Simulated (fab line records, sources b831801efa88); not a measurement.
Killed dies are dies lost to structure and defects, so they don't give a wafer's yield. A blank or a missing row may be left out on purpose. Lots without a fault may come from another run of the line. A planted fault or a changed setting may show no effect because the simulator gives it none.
Which tool did it? | flow gf180mcu | 12 lots, 36 wafers sampled, at 6 steps of a route of 602

WHAT THE GAUGES READ, wafer by wafer
GF_M2_THK_MEAS_06: measures by xrf. Usual: M2_ALCU_THK 446 nm, standard deviation 6.6.
lot  | measured     | on            | M2_ALCU_THK (nm) | flag
L376 | day 18 07:18 | film_metro-04 | 453 450 455      |
L378 | day 19 03:01 | film_metro-03 | 445 448 440      |
L379 | day 19 14:12 | film_metro-02 | 442 444 440      |
L381 | day 20 05:41 | film_metro-02 | 442 442 443      |
L383 | day 20 22:25 | film_metro-03 | 449 450 444      |
L386 | day 22 02:11 | film_metro-02 | 454 454 456      |
L391 | day 23 22:10 | film_metro-02 | 448 446 453      |
L393 | day 24 13:15 | film_metro-03 | 433 435 442      |
L396 | day 25 05:26 | film_metro-04 | 452 448 447      |
L397 | day 25 10:44 | film_metro-02 | 442 447 441      |
L398 | day 25 18:32 | film_metro-04 | 444 450 442      |
L399 | day 26 05:11 | film_metro-02 | 431 433 436      |

GF_V2_OVL_MEAS_15. Usual: V2_OVL 2 nm, standard deviation 5.7.
lot  | measured     | on         | V2_OVL (nm) | flag
L376 | day 20 09:48 | overlay-02 | 12 15 13    |
L378 | day 21 04:59 | overlay-02 | 2 -3 -10    |
L379 | day 21 16:29 | overlay-02 | -3 5 1      |
L381 | day 22 06:59 | overlay-02 | -2 11 6     |
L383 | day 22 23:01 | overlay-02 | -1 2 4      |
L386 | day 24 00:49 | overlay-01 | -10 -4 -9   |
L391 | day 25 17:40 | overlay-01 | -5 0 0      |
L393 | day 26 09:38 | overlay-01 | 4 5 1       |
L396 | day 27 00:14 | overlay-01 | -3 9 6      |
L397 | day 27 05:19 | overlay-01 | 12 8 8      |
L398 | day 27 13:01 | overlay-01 | -1 -1 4     |
L399 | day 27 23:49 | overlay-02 | -1 2 4      |

GF_V3_THK_MEAS_03. Usual: V3_CVD_02_THK 848 nm, standard deviation 13.
lot  | measured     | on            | V3_CVD_02_THK (nm) | flag
L376 | day 21 12:43 | film_metro-04 | 865 851 883        |
L378 | day 22 07:14 | film_metro-02 | 851 875 858        |
L379 | day 22 18:26 | film_metro-02 | 848 878 864        |
L381 | day 23 08:32 | film_metro-01 | 872 924 848        |
L383 | day 24 00:13 | film_metro-02 | 842 902 829        |
L386 | day 25 01:25 | film_metro-02 | 836 840 870        |
L391 | day 26 16:50 | film_metro-02 | 843 840 849        |
L393 | day 27 08:04 | film_metro-02 | 855 842 840        |
L396 | day 27 22:59 | film_metro-04 | 851 854 871        |
L397 | day 28 04:08 | film_metro-02 | 846 855 851        |
L398 | day 28 11:20 | film_metro-02 | 850 858 856        |
L399 | day 28 21:58 | film_metro-04 | 855 866 878        |

GF_V3_OVL_MEAS_15. Usual: V3_OVL -3 nm, standard deviation 5.5.
lot  | measured     | on         | V3_OVL (nm) | flag
L376 | day 22 12:40 | overlay-02 | -12 -11 -5  |
L378 | day 23 06:24 | overlay-02 | -7 -6 -2    |
L379 | day 23 17:38 | overlay-02 | 0 -5 -4     |
L381 | day 24 07:30 | overlay-02 | 0 -4 -3     |
L383 | day 24 22:29 | overlay-01 | -6 1 -1     |
L386 | day 25 22:55 | overlay-01 | -13 -9 -4   |
L391 | day 27 13:47 | overlay-01 | 3 -7 -5     |
L393 | day 28 04:42 | overlay-02 | -1 5 2      |
L396 | day 28 18:48 | overlay-02 | -1 7 1      |
L397 | day 29 00:35 | overlay-01 | -3 4 -4     |
L398 | day 29 06:56 | overlay-01 | -3 -8 -7    |
L399 | day 29 17:53 | overlay-01 | -3 4 0      |

WHICH TOOL RAN EACH LOT (tool, then ch and the chambers of the sampled wafers, then the start)
lot  | GF_V3_CVD_02                    | GF_V3_CMP_04
L376 | pecvd-02 ch 0,2, day 21 12:38   | cmp-02 ch 0,3, day 21 12:49
L378 | pecvd-02 ch 0,1,2, day 22 07:08 | cmp-02 ch 1,2, day 22 07:16
L379 | pecvd-02 ch 0,1,2, day 22 18:22 | cmp-01 ch 0,2,3, day 22 18:35
L381 | pecvd-02 ch 0,1,2, day 23 08:28 | cmp-02 ch 0,1,3, day 23 08:43
L383 | pecvd-02 ch 0,1,2, day 24 00:09 | cmp-01 ch 0,1,3, day 24 00:20
L386 | pecvd-04 ch 0,1,2, day 25 01:21 | cmp-01 ch 0,3, day 25 01:29
L391 | pecvd-02 ch 0,2, day 26 16:45   | cmp-02 ch 0,1,3, day 26 16:53
L393 | pecvd-04 ch 0,2, day 27 07:59   | cmp-01 ch 0,3, day 27 08:10
L396 | pecvd-02 ch 0,2, day 27 22:48   | cmp-02 ch 0,2,3, day 27 23:04
L397 | pecvd-02 ch 0,1, day 28 04:02   | cmp-01 ch 0,1,3, day 28 04:19
L398 | pecvd-02 ch 0,1,2, day 28 11:15 | cmp-02 ch 0,2, day 28 11:26
L399 | pecvd-02 ch 0,1,2, day 28 21:53 | cmp-02 ch 0,2,3, day 28 22:07
- GF_V3_CVD_02: deposits SiO2 from TEOS, target thk 850 nm, time 94.851 s.
- GF_V3_CMP_04: polishes SiO2.

WHAT THE TOOLS THEMSELVES READ (means of the sampled wafers that have a number; where no wafer has one, the mark that the record gives instead)
GF_V3_CVD_02. Usual: heater_power_w 586 W, standard deviation 86.
lot  | tool     | heater_power_w (W) | flag
L376 | pecvd-02 | 567                |
L378 | pecvd-02 | 555                |
L379 | pecvd-02 | 582                |
L381 | pecvd-02 | 538                |
L383 | pecvd-02 | 524                |
L386 | pecvd-04 | 665                |
L391 | pecvd-02 | 528                |
L393 | pecvd-04 | 663                |
L396 | pecvd-02 | 569                |
L397 | pecvd-02 | 516                |
L398 | pecvd-02 | 495                |
L399 | pecvd-02 | 542                |

GF_V3_CMP_04. Usual: edge_zone_pressure_frac 1.000, standard deviation 0.0046; motor_current_A 12.1 A, standard deviation 1; slurry_flow_ml_min 149.9, standard deviation 0.48; time_to_endpoint_s 78 s, standard deviation 5.8.
lot  | tool   | edge_zone_pressure_frac | motor_current_A (A) | slurry_flow_ml_min | time_to_endpoint_s (s) | flag
L376 | cmp-02 | 0.996                   | 12.4                | 150.0              | 86                     |
L378 | cmp-02 | 1.002                   | 12.7                | 150.0              | 89                     |
L379 | cmp-01 | 0.996                   | 11.1                | 149.9              | 89                     |
L381 | cmp-02 | 1.003                   | 12.5                | 150.1              | 90                     |
L383 | cmp-01 | 0.996                   | 11.7                | 149.9              | 83                     |
L386 | cmp-01 | 1.000                   | 10.9                | 149.7              | 78                     |
L391 | cmp-02 | 1.001                   | 13.3                | 150.2              | 73                     |
L393 | cmp-01 | 0.999                   | 11.0                | 150.8              | 75                     |
L396 | cmp-02 | 1.003                   | 12.7                | 150.2              | 80                     |
L397 | cmp-01 | 0.994                   | 11.8                | 149.9              | 84                     |
L398 | cmp-02 | 1.000                   | 13.0                | 149.6              | 78                     |
L399 | cmp-02 | 0.999                   | 12.7                | 150.1              | 83                     |

THE ANSWER, worked out from the rows above alone
Rule: a lot is off if the mean of its wafers that have a number lies more than 3 standard deviations from the usual mean. A lot without any number at a reading at which 4 lots or more have one is off too. The other lots that the step has rows for count as sound. The gauges are gone through in route order, then the tools' own readings, and for those a lot's mean is taken as printed above. The first step at which some lot is off is used, and at that step the reading that is off furthest; a lot without a number counts as furthest.
No lot is off at any reading shown: from this, nothing can be told.

WHAT THE SIMULATOR HAD PUT IN
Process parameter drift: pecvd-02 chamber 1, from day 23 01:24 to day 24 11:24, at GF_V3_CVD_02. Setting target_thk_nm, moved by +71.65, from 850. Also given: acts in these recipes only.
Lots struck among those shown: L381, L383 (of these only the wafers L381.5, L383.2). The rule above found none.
